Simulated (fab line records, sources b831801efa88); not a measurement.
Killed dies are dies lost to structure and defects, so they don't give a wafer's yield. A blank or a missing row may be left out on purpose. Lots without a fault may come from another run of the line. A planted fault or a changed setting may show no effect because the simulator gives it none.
A struck lot beside a sound one | flow sky130 | 32 steps out of a route of 708
Sound: wafers L666.1, L666.3, L666.4. Struck: wafers L676.3, L676.4, L676.6. The cause comes at the end.
At each step with rows: each side's tool, then ch and its chambers, then its first start. Under that, the readings that differ: sound wafers | struck wafers | difference of the means | sigmas: that difference in standard deviations of wafers without a fault.
alike: readings whose means differ by less than 2 such deviations, and words and numbers that are the same on both sides. not compared: withheld readings, readings that some wafer has no value for, bounds like >300 that may hide the same value, and numbers for which the record gives no deviation and whose values overlap.
The two part at a step that has a row with sigmas, a row that says differs or no value, or rows on one side only. Numbers that don't overlap but have no deviation are shown without sigmas and don't part them. A reading that every wafer of one side lacks parts them only if that side has two wafers or more.

SKY_VIA1_ETCH_15: etches SiO2 in C4F8/O2/Ar, stops on TiN, target depth 351 nm, time 54 s.
  sound on rie_diel-02 ch 0,1,2, day 37 11:37; struck on rie_diel-01 ch 0,3, day 40 02:47
  alike: oes_product_au
  not compared: rf_hours_counter_h
then, 4 steps without rows for these wafers: SKY_VIA1_STRIP_16 (strips in O2/N2); SKY_VIA1_STRIP_17 (strips in post etch residue remover, time 1200 s); SKY_VIA1_CLEAN_18 (cleans in IPA, time 180 s); SKY_VIA1_CLEAN_19 (cleans in O3/DIW).
SKY_VIA1_SPUTTER_20: material TiN, target thk 20 nm, time 80 s.
  sound on pvd_sputter-01, day 37 12:18; struck on pvd_sputter-03, day 40 03:26
  alike: throttle_valve_pct
SKY_VIA1_CVD_21: deposits W, target thk 270 nm, time 80.902 s.
  sound on cvd_w-01 ch 0,1, day 37 12:22; struck on cvd_w-02 ch 0,1, day 40 03:32
  alike: heater_power_w, susceptor_temp_C
SKY_VIA1_RS_MEAS_22: measures by four-point-probe.
  sound on film_metro-01, day 37 12:28; struck on film_metro-01, day 40 03:38
  alike: VIA1_W_RS
SKY_VIA1_THK_MEAS_23: measures by xrf.
  sound on film_metro-01, day 37 12:35; struck on film_metro-01, day 40 03:44
  alike: VIA1_W_THK
then, 2 steps without rows for these wafers: SKY_VIA1_CMP_24 (polishes, stops on SiO2, t overpolish 15 s, target thk 0 nm); SKY_METAL2_SPUTTER_00 (material Ti, target thk 15 nm, time 10 s).
SKY_METAL2_SPUTTER_01: material TiN, target thk 20 nm, time 16.7 s.
  sound on pvd_sputter-04, day 37 12:58; struck on pvd_sputter-01, day 40 04:06
  alike: throttle_valve_pct
SKY_METAL2_SPUTTER_02: material AlCu, target thk 250 nm, time 13.3 s.
  sound on pvd_sputter-04, day 37 12:59; struck on pvd_sputter-01, day 40 04:07
  reading                                     | sound             | struck            | difference | sigmas
  model.AlCu_of_METAL2_SPUTTER_02.thk_nm (nm) | 252.9 251.8 253.4 | 173.9 177.2 172.6 | -78.1      |
  alike: throttle_valve_pct
SKY_METAL2_SPUTTER_03: material Ti, target thk 5 nm, time 3.3 s.
  sound on pvd_sputter-04, day 37 13:01; struck on pvd_sputter-01, day 40 04:09
  alike: throttle_valve_pct
then, 1 step without rows for these wafers: SKY_METAL2_SPUTTER_04 (material TiN, target thk 70 nm, time 58.3 s).
SKY_METAL2_RS_MEAS_05: measures by four-point-probe.
  sound on film_metro-01, day 37 13:05; struck on film_metro-04, day 40 04:15
  reading                 | sound                | struck               | difference | sigmas
  METAL2_ALCU_RS (ohm/sq) | 0.1255 0.1261 0.1252 | 0.1853 0.1821 0.1868 | +0.0591    | +37
SKY_METAL2_THK_MEAS_06: measures by xrf.
  sound on film_metro-01, day 37 13:12; struck on film_metro-04, day 40 04:21
  reading              | sound       | struck      | difference | sigmas
  METAL2_ALCU_THK (nm) | 248 247 249 | 172 175 172 | -75        | -21
then, 8 steps without rows for these wafers: SKY_METAL2_DEHYDRATE_07 (time 60 s); SKY_METAL2_HMDS_08 (prime time 60 s); SKY_METAL2_COAT_09 (resist thk 60 nm); SKY_METAL2_COAT_10 (resist thk 450 nm); SKY_METAL2_SOFTBAKE_11 (time 90 s); SKY_METAL2_EXPOSE_12 (exposes mask MM2, target cd 140 nm); SKY_METAL2_PEB_13; SKY_METAL2_DEVELOP_14 (develop time 60 s).
SKY_METAL2_CD_MEAS_15: target cd 140 nm.
  sound on cd_sem-01, day 38 15:05; struck on cd_sem-02, day 41 03:44
  alike: cd_nm
SKY_METAL2_OVL_MEAS_16:
  sound on overlay-01, day 38 15:13; struck on overlay-01, day 41 03:49
  alike: METAL2_OVL
then, 2 steps without rows for these wafers: SKY_METAL2_DESCUM_17 (chemistry O2, time 8 s); SKY_METAL2_ETCH_18 (etches BARC in N2/H2, stops on SiO2, time 45.9 s, target depth 60 nm).
SKY_METAL2_METAL_ETCH_19: etches the open film in Cl2/BCl3, stops on SiO2, target depth 360 nm, time 78 s.
  sound on rie_metal-02 ch 0,1, day 38 15:20; struck on rie_metal-01 ch 0,1, day 41 03:58
  reading               | sound             | struck            | difference | sigmas
  oes_product_au (a.u.) | 0.853 0.853 0.863 | 0.782 0.794 0.780 | -0.071     | -13
  alike: drypump_motor_current_A, throttle_valve_pct
  not compared: rf_hours_counter_h
then, 1 step without rows for these wafers: SKY_METAL2_STRIP_20 (strips in O2/N2).
-- the record jumps here: 9 days lie between the struck wafers' starts before and after (it left off in module METAL2 and takes up again in module PAD_OPEN, whose first step shown is number 708 of the route) --
SKY_PAD_OPEN_PROBE_99:
  sound on prober-01, day 48 04:08; struck on prober-01, day 50 08:37
  reading                      | sound                | struck               | difference | sigmas
  model.etest.met2.line_ohm_um | 0.9399 0.9253 0.9019 | 1.296 1.338 1.304    | +0.390     |
  model.etest.met2.rs_ohm_sq   | 0.1281 0.1275 0.1253 | 0.1875 0.1823 0.1887 | +0.0592    |
  alike: defect_limited_yield, killed_at_M0_to_M3, killed_at_M4_up, killed_at_contacts, killed_at_front_end, killed_at_other, killed_dies, killed_open, killed_short, sort_bin_3_pad_short, sort_bin_5_function, sort_bin_6_memory, sort_n_pass, sort_yield_pct

WHERE THEY PART
First at SKY_METAL2_RS_MEAS_05; last, within this record, at SKY_METAL2_METAL_ETCH_19. Later steps at which nothing parts them and some readings are alike: SKY_PAD_OPEN_PROBE_99.

WHY: what the simulator had put in
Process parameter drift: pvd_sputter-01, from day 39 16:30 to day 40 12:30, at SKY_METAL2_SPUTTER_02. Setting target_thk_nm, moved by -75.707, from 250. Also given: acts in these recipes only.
